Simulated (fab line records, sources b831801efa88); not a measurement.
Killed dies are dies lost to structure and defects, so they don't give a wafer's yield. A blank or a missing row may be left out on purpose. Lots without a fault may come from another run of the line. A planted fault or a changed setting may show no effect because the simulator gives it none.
Tool commonality check | flow sky130 | 13 lots, 39 wafers sampled

WHY IT WAS OPENED
At SKY_SD_N_RS_MEAS_16 the reading SD_N_RS is flagged on 2 of 13 lots. Wafers without a fault read 68.63 ohm/sq, standard deviation 0.11.
Rule: a lot is flagged when every wafer of it that has a number lies more than 4 standard deviations from that mean, or none has a number. The other lots count as sound.

lot  | measured     | on            | SD_N_RS (ohm/sq), wafer by wafer | flag
L104 | day 28 03:26 | film_metro-02 | 68.62 68.66 68.63                |
L106 | day 28 18:07 | film_metro-04 | 68.66 68.58 68.53                |
L108 | day 29 13:34 | film_metro-03 | 68.82 68.58 68.70                |
L109 | day 29 17:53 | film_metro-04 | 68.50 68.50 68.51                |
L110 | day 30 02:07 | film_metro-02 | 68.76 68.60 68.70                |
L115 | day 31 20:24 | film_metro-03 | 68.66 68.73 68.66                |
L116 | day 32 03:37 | film_metro-04 | 71.58 71.50 71.49                | FLAGGED
L118 | day 32 17:02 | film_metro-02 | 71.42 71.33 71.39                | FLAGGED
L119 | day 33 02:47 | film_metro-02 | 68.66 68.72 68.73                |
L121 | day 33 19:26 | film_metro-03 | 68.80 68.68 68.78                |
L123 | day 34 06:44 | film_metro-03 | 68.63 68.79 68.76                |
L125 | day 34 21:25 | film_metro-04 | 68.68 68.58 68.49                |
L127 | day 35 18:18 | film_metro-02 | 68.58 68.65 68.64                |
The numbers of the flagged lots are 71.45 ohm/sq on average: +2.82 ohm/sq against the usual, or +26 standard deviations.

WHICH TOOL RAN EACH LOT
The record holds 1 process step before the reading, out of a route of 708 steps. In each cell: the tool, then ch and the chambers that the sampled wafers went through, then the start.
lot  | flag    | SKY_SD_N_RTA_14
L104 |         | rtp_anneal-02 ch 0, day 28 03:15
L106 |         | rtp_anneal-01 ch 0, day 28 17:56
L108 |         | rtp_anneal-01 ch 0, day 29 13:24
L109 |         | rtp_anneal-02 ch 0, day 29 17:43
L110 |         | rtp_anneal-01 ch 0, day 30 01:56
L115 |         | rtp_anneal-02 ch 0, day 31 20:10
L116 | FLAGGED | rtp_anneal-01 ch 0, day 32 03:26
L118 | FLAGGED | rtp_anneal-01 ch 0, day 32 16:51
L119 |         | rtp_anneal-02 ch 0, day 33 02:35
L121 |         | rtp_anneal-02 ch 0, day 33 19:14
L123 |         | rtp_anneal-02 ch 0, day 34 06:33
L125 |         | rtp_anneal-02 ch 0, day 34 21:15
L127 |         | rtp_anneal-02 ch 0, day 35 18:07
What these steps do:
- SKY_SD_N_RTA_14: time 2 s.
- SKY_SD_N_RS_MEAS_16: measures by four-point-probe.

FLAGGED OVER TOTAL, TOOL BY TOOL (the gauges that took the reading come last)
step                | tool          | lots run | flagged | share of the flagged lots | sound lots run after its first flagged lot
SKY_SD_N_RTA_14     | rtp_anneal-01 | 5        | 2       | all                       | 0
SKY_SD_N_RTA_14     | rtp_anneal-02 | 8        | 0       | none                      | -
SKY_SD_N_RS_MEAS_16 | film_metro-02 | 5        | 1       | some                      | 2 (L119,L127)
SKY_SD_N_RS_MEAS_16 | film_metro-03 | 4        | 0       | none                      | -
SKY_SD_N_RS_MEAS_16 | film_metro-04 | 4        | 1       | some                      | 1 (L125)

WHAT THE TABLE ALLOWS
1 row of the table ran every flagged lot: rtp_anneal-01 at SKY_SD_N_RTA_14.
- rtp_anneal-01 at SKY_SD_N_RTA_14: 2 of its 5 lots flagged. Its last sound lot is L110 (day 30 01:56), its first flagged lot L116 (day 32 03:26): a fault that began between those two fits. Its own readings lie more than 4 standard deviations out on every wafer of the flagged lots: lamp_power_pct.
One tool is left: rtp_anneal-01 at SKY_SD_N_RTA_14.

WHAT THE SIMULATOR HAD PUT IN
Process parameter drift: rtp_anneal-01, from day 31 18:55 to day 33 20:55, at SKY_SD_N_RTA_14. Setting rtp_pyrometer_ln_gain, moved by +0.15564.
Lots struck among those shown: L116, L118. The rule above found the same.
